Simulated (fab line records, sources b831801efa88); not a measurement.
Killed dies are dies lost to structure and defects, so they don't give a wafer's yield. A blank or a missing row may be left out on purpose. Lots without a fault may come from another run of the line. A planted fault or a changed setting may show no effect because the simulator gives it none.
Which tool did it? | flow sky130 | 13 lots, 38 wafers sampled, at 3 steps of a route of 708

WHAT THE GAUGES READ, wafer by wafer
SKY_LDD_LDN_OVL_MEAS_07.
lot  | measured     | on         | LDD_LDN_OVL (nm)
L577 | day 23 06:28 | overlay-01 | 0.2 -0.7 -0.2
L578 | day 23 09:19 | overlay-01 | 0.0 -0.7 1.3
L579 | day 24 00:37 | overlay-01 | 1.3 0.8 -1.2
L580 | day 24 13:46 | overlay-01 | 0.8 0.2 -0.9
L581 | day 24 15:49 | overlay-02 | 2.4 1.6 1.7
L582 | day 25 00:31 | overlay-01 | -1.1 -2.1 -2.2
L583 | day 25 11:52 | overlay-02 | 0.2 -0.2 0.0
L590 | day 28 01:10 | overlay-02 | 1.6 1.4 0.5
L591 | day 28 09:22 | overlay-02 | 2.4 2.3
L594 | day 29 05:55 | overlay-01 | -0.3 -1.1 -1.6
L595 | day 29 14:01 | overlay-01 | -0.1 -0.1 1.1
L596 | day 30 00:16 | overlay-02 | -0.6 1.6 0.9
L597 | day 30 23:55 | overlay-02 | -0.1 0.4 0.9

SKY_SPACER_THK_MEAS_01.
lot  | measured     | on            | SPACER_CVD_00_THK (nm)
L577 | day 23 08:32 | film_metro-02 | 42.5 42.9 42.9
L578 | day 23 11:23 | film_metro-01 | 43.4 43.2 43.1
L579 | day 24 02:41 | film_metro-03 | 43.3 42.9 43.0
L580 | day 24 16:59 | film_metro-03 | 42.9 42.8 42.8
L581 | day 24 18:12 | film_metro-03 | 42.3 42.8 43.0
L582 | day 25 02:34 | film_metro-03 | 42.9 43.5 43.2
L583 | day 25 14:31 | film_metro-03 | 42.8 42.9 43.0
L590 | day 28 04:31 | film_metro-03 | 43.0 43.3 42.9
L591 | day 28 11:41 | film_metro-02 | 43.3 43.1
L594 | day 29 08:42 | film_metro-02 | 43.3 43.0 43.4
L595 | day 29 17:00 | film_metro-02 | 42.8 43.0 42.7
L596 | day 30 02:25 | film_metro-01 | 43.5 43.5 43.0
L597 | day 31 02:44 | film_metro-01 | 42.7 42.9 42.8

SKY_POLY_CUT_CD_MEAS_08: target cd 270 nm.
lot  | measured     | on        | cd_nm (nm)
L577 | day 24 14:20 | cd_sem-02 | 269.9 270.8 269.3
L578 | day 24 17:06 | cd_sem-01 | 268.9 269.2 268.3
L579 | day 25 09:16 | cd_sem-02 | 269.3 269.7 270.1
L580 | day 25 22:38 | cd_sem-02 | 269.5 269.8 271.4
L581 | day 25 23:50 | cd_sem-01 | 270.6 270.3 272.3
L582 | day 26 07:34 | cd_sem-01 | 271.0 270.6 269.8
L583 | day 26 18:52 | cd_sem-01 | 268.6 268.8 268.3
L590 | day 29 09:32 | cd_sem-02 | 270.1 270.3 268.9
L591 | day 29 15:15 | cd_sem-02 | 270.8 271.6
L594 | day 30 13:04 | cd_sem-01 | 269.4 268.9 269.3
L595 | day 30 20:40 | cd_sem-02 | 270.3 270.0 270.4
L596 | day 31 05:27 | cd_sem-02 | 268.6 271.5 270.1
L597 | day 32 06:07 | cd_sem-01 | 266.7 267.7 267.0

WHICH TOOL RAN EACH LOT (tool, then ch and the chambers of the sampled wafers, then the start)
The record holds no process step before these readings.

WHAT THE TOOLS THEMSELVES READ (means of the sampled wafers that have a number; where no wafer has one, the mark that the record gives instead)
The record holds no such reading with a usual standard deviation.

THE ANSWER, worked out from the rows above alone
Rule: what is usual is taken from the lots themselves. Put in order of their means at a reading, lots are off if they are a third of the lots or fewer, leave a main group of 4 or more, and stand apart from it by a gap of 3 or more times the standard deviation of the main group's means; of several such gaps the widest counts. A main group whose means are all the same, to the digits that the tables above print for the reading, isn't used. A lot without any number at a reading at which 4 lots or more have one is off too. The other lots that the step has rows for count as sound. The gauges are gone through in route order, then the tools' own readings, and for those a lot's mean is taken as printed above. The first step at which some lot is off is used, and at that step the reading that is off furthest; a lot without a number counts as furthest.
No lot is off at any reading shown: from this, nothing can be told.

WHAT THE SIMULATOR HAD PUT IN
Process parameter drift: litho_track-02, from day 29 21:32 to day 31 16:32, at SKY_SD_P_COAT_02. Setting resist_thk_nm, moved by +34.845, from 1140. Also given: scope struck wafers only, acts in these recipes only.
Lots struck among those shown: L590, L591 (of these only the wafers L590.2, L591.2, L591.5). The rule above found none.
